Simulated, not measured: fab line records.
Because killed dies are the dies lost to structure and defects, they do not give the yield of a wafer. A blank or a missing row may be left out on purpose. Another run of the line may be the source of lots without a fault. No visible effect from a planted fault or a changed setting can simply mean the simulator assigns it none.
Which tool was responsible? | flow sky130 | at 1 step of a route of 708, 7 lots with 21 wafers sampled

## WHAT THE GAUGES READ, wafer by wafer
SKY_LOCAL_INTERCONNECT_OVL_MEAS_12.
lot  | measured     | on         | LOCAL_INTERCONNECT_OVL (nm)
L448 | day 30 16:58 | overlay-01 | -6 -4 -2
L454 | day 33 18:19 | overlay-01 | -2 -3 -10
L456 | day 33 21:10 | overlay-01 | -2 -4 2
L458 | day 34 10:22 | overlay-01 | -2 1 5
L460 | day 34 20:45 | overlay-02 | 6 7 3
L466 | day 36 19:51 | overlay-01 | -1 3 5
L469 | day 37 11:55 | overlay-02 | -7 -5 1

## EACH LOT AND THE TOOL THAT RAN IT (in order: tool; ch and the chambers of the sampled wafers; start)
There is no process step in the record ahead of these readings.

## THE ANSWER, worked out from the rows above alone
Rule: what is usual is taken from the lots themselves. The widest of any qualifying gaps counts: lots, ordered by their means at a reading, are off when they make up no more than a third of the lots, leave a main group of 4 or more, and stand apart from it by 3 or more times the standard deviation of that group's means. Not used: any main group whose means are identical at the precision the tables above print for the reading. A lot without any number at a reading at which 4 lots or more have one is off too. The other lots that the step has rows for count as sound.
Nothing can be told from this: no lot is off at any reading shown.

## WHAT HAD BEEN PUT IN BY THE SIMULATOR
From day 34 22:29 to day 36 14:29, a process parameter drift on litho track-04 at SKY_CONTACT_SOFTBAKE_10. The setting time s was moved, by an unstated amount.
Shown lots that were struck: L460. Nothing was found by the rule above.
